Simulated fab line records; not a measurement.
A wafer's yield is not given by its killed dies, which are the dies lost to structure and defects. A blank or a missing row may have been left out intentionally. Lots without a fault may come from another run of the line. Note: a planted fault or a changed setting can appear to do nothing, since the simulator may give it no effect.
2 desks, one fault | flow sfq_line | what lay behind the numbers comes last; until then each desk has only its own

THE TOOL OWNER'S DESK: litho_track-03
The tool's own readings at SFQ_TRILAYER_M1_LITHO_PEB_042 (peb time 60 s): means of the sampled wafers that have a number, for each lot that ran on this tool. A lot is out of limits, marked OUT, if its mean lies more than 4 standard deviations from the usual mean; the brackets give that distance.
Columns: A = chill_plate_temp_C at SFQ_TRILAYER_M1_LITHO_PEB_042, usual 22.99 C
lot  | first seen here | A
L129 | day 22 18:58    | 22.98
L136 | day 31 19:33    | 23.12
L138 | day 32 13:34    | 22.90
Finding of this desk: none of the 3 lots has anything out of limits.

FROM THE METROLOGY DESK
Means of the sampled wafers that have a number, per lot and without regard to the tool the lot ran on: this is what the gauges read. A lot is out of limits, marked OUT, if its mean lies more than 4 standard deviations from the usual mean; the brackets give that distance.
Columns: A = M1_NB_RS at SFQ_M1_RS_MEAS_909, usual 0.887 ohm/sq; B = M1_OVL at SFQ_M1_OVL_MEAS_911, usual 0 nm
lot  | first seen here | A     | B
L129 | day 16 12:55    | 0.888 | -4
L133 | day 24 09:50    | 0.906 | 5
L136 | day 25 08:47    | 0.883 | -8
L138 | day 25 23:11    | 0.892 | 5
L141 | day 28 01:36    | 0.908 | 8
Finding of this desk: none of the 5 lots has anything out of limits.

TAKEN TOGETHER
The tool owner's desk saw nothing out of limits.
At the metrology desk, nothing out of limits was observed.

WHAT THE SIMULATOR PUT IN
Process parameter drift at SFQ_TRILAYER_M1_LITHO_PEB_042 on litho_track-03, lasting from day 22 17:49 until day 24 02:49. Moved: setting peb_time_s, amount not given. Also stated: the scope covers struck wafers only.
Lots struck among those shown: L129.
